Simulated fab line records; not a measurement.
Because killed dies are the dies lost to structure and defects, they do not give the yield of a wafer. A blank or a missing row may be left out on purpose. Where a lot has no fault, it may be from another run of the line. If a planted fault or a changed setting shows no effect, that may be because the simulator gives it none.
One fault through the eyes of 2 desks || flow sfq line || what lay behind the numbers comes last; until then each desk has only its own

== METROLOGY DESK ==
Means of the sampled wafers that have a number, per lot and without regard to the tool the lot ran on: this is what the gauges read. Marked OUT: a lot whose mean sits more than 4 standard deviations from the usual mean, which makes it out of limits; the brackets give that distance.
Columns: A = L0_MONX_KI_RS at SFQ_L0_RS_MEAS_901, usual 43.5 ohm/sq; B = L0_MONX_KI_THK at SFQ_L0_THK_MEAS_902, usual 40.3 nm; C = M1_OVL at SFQ_M1_OVL_MEAS_911, usual 1 nm; D = I5_OVL at SFQ_I5_OVL_MEAS_936, usual -3 nm
{"lot": "L414", "first seen here": "day 1 12:37", "A": 43.6, "B": 40.4, "C": -1, "D": -4}
{"lot": "L415", "first seen here": "day 1 17:34", "A": 44.1, "B": 39.7, "C": -8, "D": -4}
{"lot": "L416", "first seen here": "day 1 22:34", "A": 43.6, "B": 40.1, "C": 7, "D": -1}
{"lot": "L418", "first seen here": "day 2 08:34", "A": 43.6, "B": 40.3, "C": -4, "D": -2}
{"lot": "L419", "first seen here": "day 2 13:35", "A": 43.0, "B": 40.8, "C": -3, "D": -10}
{"lot": "L420", "first seen here": "day 2 18:34", "A": 43.6, "B": 40.3, "C": 6, "D": 7}
{"lot": "L421", "first seen here": "day 2 23:34", "A": 43.3, "B": 40.4, "C": 7, "D": 1}
{"lot": "L422", "first seen here": "day 3 04:35", "A": "58.2 (+39) OUT", "B": "33.4 (-19) OUT", "C": 1, "D": -2}
{"lot": "L424", "first seen here": "day 3 14:35", "A": "57.3 (+36) OUT", "B": "34.0 (-17) OUT", "C": -2, "D": 4}
{"lot": "L425", "first seen here": "day 3 19:34", "A": 43.5, "B": 40.3, "C": 2, "D": -3}
{"lot": "L432", "first seen here": "day 5 06:36", "A": 43.9, "B": 40.0, "C": 4, "D": -9}
{"lot": "L433", "first seen here": "day 5 11:34", "A": 43.1, "B": 40.8, "C": -5, "D": -6}
{"lot": "L436", "first seen here": "day 6 02:34", "A": 44.2, "B": 39.8, "C": 1, "D": 2}
{"lot": "L437", "first seen here": "day 6 07:34", "A": 43.7, "B": 40.2, "C": -5, "D": -11}
This desk finds L422, L424 out of limits, with the earliest case on L422 at day 3 04:35 (L0_MONX_KI_RS at SFQ_L0_RS_MEAS_901). Within limits: L414, L415, L416, L418, L419, L420, L421, L425, L432, L433, L436, L437.

== THE TOOL OWNER'S DESK: pvd sputter-06 ==
The tool's own readings at SFQ_TRILAYER_L0_DEP_SPUTTER_003 (material MoNx KI, target thk 40 nm, time 100 s): means of the sampled wafers that have a number, for each lot that ran on this tool. Marked OUT: a lot whose mean sits more than 4 standard deviations from the usual mean, which makes it out of limits; the brackets give that distance.
Columns: A = throttle valve pct at SFQ_TRILAYER_L0_DEP_SPUTTER_003, usual 30.3 %
{"lot": "L414", "first seen here": "day 1 12:29", "A": 30.9}
{"lot": "L415", "first seen here": "day 1 17:29", "A": 30.3}
{"lot": "L418", "first seen here": "day 2 08:29", "A": 30.4}
{"lot": "L419", "first seen here": "day 2 13:29", "A": 30.6}
{"lot": "L422", "first seen here": "day 3 04:29", "A": 30.7}
{"lot": "L424", "first seen here": "day 3 14:29", "A": 30.2}
Result from this desk: across the 6 lots, nothing is out of limits.

== PUT TOGETHER ==
On L422, L424, the metrology desk was in a position to raise an alarm at day 3 04:35.
The tool owner's desk saw nothing out of limits.
The tool owner's desk has L422, L424 on record, within its limits.
On pvd sputter-06, each named lot ran SFQ_TRILAYER_L0_DEP_SPUTTER_003.

== WHAT HAD BEEN PUT IN BY THE SIMULATOR ==
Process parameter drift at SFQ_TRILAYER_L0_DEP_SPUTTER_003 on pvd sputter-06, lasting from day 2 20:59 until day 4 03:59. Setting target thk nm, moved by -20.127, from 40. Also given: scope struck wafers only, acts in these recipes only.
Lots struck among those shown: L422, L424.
Hours from the fault's start to each desk's first reading out of limits: the metrology desk, 8.
